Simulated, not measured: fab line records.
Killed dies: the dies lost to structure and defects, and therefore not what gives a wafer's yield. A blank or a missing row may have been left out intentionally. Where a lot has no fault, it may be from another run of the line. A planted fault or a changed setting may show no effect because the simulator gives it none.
Struck lot and sound lot, side by side    flow sky130    17 steps out of a route of 708
Sound: the wafers L517.1, L517.3, L517.6. Wafers struck: L520.2, L520.3, L520.6. The cause is given at the end.
Order at every step that has rows: each side's tool, ch and its chambers, its first start. Under that, the readings that differ: sound wafers    struck wafers    difference of the means    sigmas: that difference in standard deviations of wafers without a fault.
alike: words and numbers the same on both sides, and readings whose means are apart by under 2 such deviations; not compared: readings that were withheld, readings missing a value for some wafer, numbers with overlapping values and no deviation given by the record, and bounds like >300 which may hide the same value.
Wherever a step has rows on one side only, a row that says differs or no value, or a row with sigmas, the two part there. Numbers that don't overlap but have no deviation are shown without sigmas and don't part them. Lack of a reading on every wafer of one side parts them only where that side has two or more wafers.

first, 1 step without rows for these wafers: SKY_VT_ADJUST_LVTN_IMPLANT_19.
SKY_VT_ADJUST_LVTN_STRIP_20: strips in O2/N2.
  sound on plasma asher-03 ch 1, day 10 09:46; struck on plasma asher-01 ch 1, day 11 08:08
  alike: drypump motor current A, oes product au, strip time to endpoint s
  not compared: rf hours counter h
SKY_VT_ADJUST_LVTN_TW_MEAS_21:
  sound on film metro-02, day 10 09:52; struck on film metro-01, day 11 08:15
  alike: VT_ADJUST_LVTN_2_TW
then, 7 steps without rows for these wafers: SKY_VT_ADJUST_NCORE_DEHYDRATE_00 (time 60 s); SKY_VT_ADJUST_NCORE_HMDS_01 (prime time 60 s); SKY_VT_ADJUST_NCORE_COAT_02 (resist thk 1140 nm); SKY_VT_ADJUST_NCORE_SOFTBAKE_03 (time 60 s); SKY_VT_ADJUST_NCORE_EXPOSE_04 (exposes mask LVTN COMPLEMENT THIN, target cd 380 nm); SKY_VT_ADJUST_NCORE_PEB_05; SKY_VT_ADJUST_NCORE_DEVELOP_06 (develop time 60 s).
SKY_VT_ADJUST_NCORE_CD_MEAS_07 targets a cd of 380 nm.
  sound on cd sem-01, day 11 08:10; struck on cd sem-01, day 12 07:44
  alike: cd nm
SKY_VT_ADJUST_NCORE_OVL_MEAS_08:
  sound on overlay-02, day 11 08:17; struck on overlay-01, day 12 07:50
  alike: VT_ADJUST_NCORE_OVL
SKY_VT_ADJUST_NCORE_IMPLANT_09:
  sound on implanter-03 ch 0, day 11 08:19; struck on implanter-01 ch 0, day 12 07:54
  alike: beam on s
SKY_VT_ADJUST_NCORE_STRIP_10: strips in O2/N2.
  sound on plasma asher-03 ch 0,1, day 11 08:28; struck on plasma asher-01 ch 0,1, day 12 08:01
  alike: drypump motor current A, oes product au, strip time to endpoint s
  not compared: rf hours counter h
SKY_VT_ADJUST_NCORE_TW_MEAS_11:
  sound on film metro-03, day 11 08:34; struck on film metro-04, day 12 08:08
reading             sound              struck             difference  sigmas
VT_ADJUST_NCORE_TW  218.1 217.8 217.4  211.2 211.9 212.2  -6.0        -4
then, 1 step without rows for these wafers: SKY_VT_ADJUST_HVTR_DEHYDRATE_00 (time 60 s).
-- here the record skips 36 days between the struck wafers' starts before and after, leaving off in module VT_ADJUST_HVTR and picking up in module PAD_OPEN (first step shown: number 708 of the route) --
SKY_PAD_OPEN_PROBE_99:
  sound on prober-02, day 48 11:37; struck on prober-01, day 48 19:22
reading                                     sound                          struck                        difference  sigmas
killed open                                 51 53 57                       45 32 37                      -16         -2
model.etest.nfet_16v.r on ohm um            1.433e+04 1.43e+04 1.431e+04   1.348e+04 1.36e+04 1.358e+04  -7.600e+02  
model.etest.pfet_16v.r on ohm um            1.515e+04 1.511e+04 1.526e+04  1.55e+04 1.544e+04 1.558e+04  +3.33e+02   
model.etest.pfet g5v0d10v5.r on ohm um      4762 4752 4772                 5061 5034 5124                +311        
model.etest.tip p.rs ohm sq                 6788 6818 6795                 6947 7046 6990                +194        
model.etest.tip p.rs ohm sq range           146.9 122.3 206                267.7 318.6 284.9             +132.0      
model.etest.pfet_01v8.r on ohm um           2840 2842 2873                 3000 2957 3001                +134        
model.etest.res pwell under gate.rs ohm sq  2287 2286 2274                 2349 2340 2339                +60         
model.etest.nfet g5v0d10v5.r on ohm um      1905 1896 1886                 1850 1838 1848                -50         
  alike: killed_at_M0_to_M3, killed_at_M4_up, killed at contacts, killed at front end, killed at other, killed dies, killed short

WHERE THEY PART
Earliest at SKY_VT_ADJUST_NCORE_TW_MEAS_11; latest, in this record, at SKY_PAD_OPEN_PROBE_99.

WHY: what had been put in by the simulator
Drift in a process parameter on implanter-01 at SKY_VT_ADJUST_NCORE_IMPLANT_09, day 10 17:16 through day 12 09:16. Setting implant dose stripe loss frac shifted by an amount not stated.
